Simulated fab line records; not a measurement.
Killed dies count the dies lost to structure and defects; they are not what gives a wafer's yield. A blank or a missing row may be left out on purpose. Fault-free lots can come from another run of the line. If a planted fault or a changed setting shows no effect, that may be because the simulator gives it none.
Problem report in the 8D (eight disciplines) form, filled by code :: flow sfq-line :: the parts of the form that need people (team, actions taken, sign-off) are left out

1. WHAT IS WRONG
At SFQ_TRILAYER_I7_DEP_PECVD_183, run-length-s averages 128.5 s over 4 wafers from 2 lots, while fault-free wafers read 139.4 s, standard deviation 0.55. Relative to the usual mean, that is a shift of -20 standard deviations.
The step: deposits SiO2 from SiH4/N2O, time 111.11 s, target thk 500 nm.
Seen first at day 70 02:58 on pecvd-02, wafer L705.3. The record has a number at this step for 42 wafers belonging to 14 lots. By rule, "out" or "out of limits" means more than 4 standard deviations away from the usual mean. The rest of the wafers with a number are treated as sound.

2. WHAT IT IS, WHAT IT ISN'T
question: which readings at this step
is: run-length-s
is not: throttle-valve-pct

question: which lots
is: L705, L706
is not: L701, L703, L704, L714, L715, L716, L717, L719, L721, L722, L723, L724

question: which wafers of those lots
is: L705.3, L705.6, L706.2, L706.6
is not: L705.5, L706.5

question: read on which tools
is: pecvd-02
is not: pecvd-03, pecvd-04

question: when
is: from day 70 02:58
is not: up to then (10 sound wafers); but 28 sound wafers of L706, L714, L715, L716, L717, L719, L721, L722, L723, L724 came after

3. WHAT RULES OUT EACH SUSPECT
Counting: a tool at a process step up to the reading stays a suspect if it ran every lot that is out. Sound lots after the first of them don't rule it out here, since some wafers of a struck lot are sound.
- pecvd-02 at SFQ_TRILAYER_I7_DEP_PECVD_183 (deposits SiO2 from SiH4/N2O, time 111.11 s, target thk 500 nm): kept. Every lot that is out went through it, the first being L705 (day 70 02:58); the last sound lot it ran before that was L703 (day 70 00:34). Its own run-length-s readings are out on those wafers.
- In pecvd-02 at SFQ_TRILAYER_I7_DEP_PECVD_183, the wafers that are out were processed in chamber 2 and their sound lot-mates in chambers 0, 1.
The count leaves pecvd-02 at SFQ_TRILAYER_I7_DEP_PECVD_183.

4. THE CAUSE (what the simulator had put in)
pecvd-02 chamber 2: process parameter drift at SFQ_TRILAYER_I7_DEP_PECVD_183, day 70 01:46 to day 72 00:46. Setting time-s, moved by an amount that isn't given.
Counting left only this tool.

5. SEQUENCE OF EFFECTS, ordered by route
Rows list readings where the struck wafers' mean (over those with a number) sits beyond 3 standard deviations from the usual. Readings are gone through only where the record gives a usual standard deviation; hours: the median, over the lots, of the time from a lot's start at the first step in this table giving one to that lot's start at this step; sigmas: the change measured in usual standard deviations.
hours: 0
step: SFQ_TRILAYER_I7_DEP_PECVD_183
reading: run-length-s
usual: 139.4 s
on struck wafers: 128.5
change: -10.9
sigmas: -20

hours: 4
step: SFQ_TRILAYER_I7_CMP_CMP_184
reading: time-to-endpoint-s
usual: 214 s
on struck wafers: 181
change: -33
sigmas: -3.8
Here are the process steps it includes:
- SFQ_TRILAYER_I7_DEP_PECVD_183: deposits SiO2 from SiH4/N2O, time 111.11 s, target thk 500 nm.
- SFQ_TRILAYER_I7_CMP_CMP_184: polishes SiO2.
Readings that are blank on the struck wafers while sound wafers have them: rf-fwd-power-W at SFQ_TRILAYER_I7_DEP_PECVD_183.

6. WHAT WOULD HAVE CAUGHT IT SOONER
In this record the first reading out of limits was taken at day 70 02:58, 1 hour after the fault began at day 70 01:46.
